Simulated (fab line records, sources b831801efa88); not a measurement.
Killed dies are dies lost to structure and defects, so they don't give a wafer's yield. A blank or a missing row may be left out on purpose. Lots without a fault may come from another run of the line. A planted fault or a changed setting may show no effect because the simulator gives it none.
A struck lot beside a sound one | flow sky130 | 15 steps out of a route of 708
Sound: wafers L255.1, L255.4, L255.6. Struck: wafers L267.1, L267.5. (L267.4 of the same lot was not struck and is left out.) The cause comes at the end.
At each step with rows: each side's tool, then ch and its chambers, then its first start. Under that, the readings that differ: sound wafers | struck wafers | difference of the means | sigmas: that difference in standard deviations of wafers without a fault.
alike: readings whose means differ by less than 2 such deviations, and words and numbers that are the same on both sides. not compared: withheld readings, readings that some wafer has no value for, bounds like >300 that may hide the same value, and numbers for which the record gives no deviation and whose values overlap.
The two part at a step that has a row with sigmas, a row that says differs or no value, or rows on one side only. Numbers that don't overlap but have no deviation are shown without sigmas and don't part them. A reading that every wafer of one side lacks parts them only if that side has two wafers or more.

SKY_VIA3_CMP_02: polishes SiO2.
  sound on cmp-02 ch 0,3, day 38 23:03; struck on cmp-02 ch 1, day 42 15:52
  reading             | sound          | struck    | difference | sigmas
  motor_current_A (A) | 12.2 10.8 12.3 | 13.8 14.4 | +2.3       | +3
  alike: slurry_filter_dp_kPa, slurry_flow_ml_min
SKY_VIA3_BOW_MEAS_03:
  sound on film_metro-02, day 38 23:21; struck on film_metro-01, day 42 16:10
  alike: VIA3_BOW
then, 8 steps without rows for these wafers: SKY_VIA3_DEHYDRATE_04 (time 60 s); SKY_VIA3_HMDS_05 (prime time 60 s); SKY_VIA3_COAT_06 (resist thk 60 nm); SKY_VIA3_COAT_07 (resist thk 450 nm); SKY_VIA3_SOFTBAKE_08 (time 90 s); SKY_VIA3_EXPOSE_09 (exposes mask VIM3, target cd 200 nm); SKY_VIA3_PEB_10; SKY_VIA3_DEVELOP_11 (develop time 60 s).
SKY_VIA3_CD_MEAS_12: target cd 200 nm.
  sound on cd_sem-01, day 40 00:08; struck on cd_sem-02, day 43 15:34
  alike: cd_nm
SKY_VIA3_OVL_MEAS_13:
  sound on overlay-01, day 40 00:16; struck on overlay-01, day 43 15:41
  alike: VIA3_OVL
SKY_VIA3_ETCH_14: etches BARC in N2/H2, stops on SiO2, time 45.9 s, target depth 60 nm.
  sound on rie_diel-01 ch 0,1,3, day 40 00:17; struck on rie_diel-01 ch 3, day 43 15:43
  reading                        | sound                | struck        | difference | sigmas
  chamber_pressure_mTorr (mTorr) | 30.035 29.987 29.989 | 23.981 23.991 | -6.018     | -99 or more
  throttle_valve_pct (%)         | 13.229 13.238 13.233 | 13.214 13.215 | -0.019     | -2
  alike: drypump_motor_current_A, oes_product_au
  not compared: rf_hours_counter_h
SKY_VIA3_ETCH_15: etches SiO2 in C4F8/O2/Ar, stops on TiN, target depth 507 nm, time 78 s.
  sound on rie_diel-01 ch 0,1,3, day 40 00:20; struck on rie_diel-01 ch 3, day 43 15:46
  alike: chamber_pressure_mTorr, oes_product_au
  not compared: rf_hours_counter_h
-- the record jumps here: 5 days lie between the struck wafers' starts before and after (it left off in module VIA3 and takes up again in module PAD_OPEN, whose first step shown is number 708 of the route) --
SKY_PAD_OPEN_PROBE_99:
  sound on prober-02, day 46 01:47; struck on prober-02, day 49 02:14
  alike: defect_limited_yield, killed_at_M0_to_M3, killed_at_M4_up, killed_at_contacts, killed_at_front_end, killed_at_other, killed_dies, killed_on_rim, killed_open, killed_short, sort_bin_3_pad_short, sort_bin_5_function, sort_bin_6_memory, sort_n_pass, sort_yield_pct

WHERE THEY PART
First at SKY_VIA3_CMP_02; last, within this record, at SKY_VIA3_ETCH_14. Later steps at which nothing parts them and some readings are alike: SKY_VIA3_ETCH_15, SKY_PAD_OPEN_PROBE_99.

WHY: what the simulator had put in
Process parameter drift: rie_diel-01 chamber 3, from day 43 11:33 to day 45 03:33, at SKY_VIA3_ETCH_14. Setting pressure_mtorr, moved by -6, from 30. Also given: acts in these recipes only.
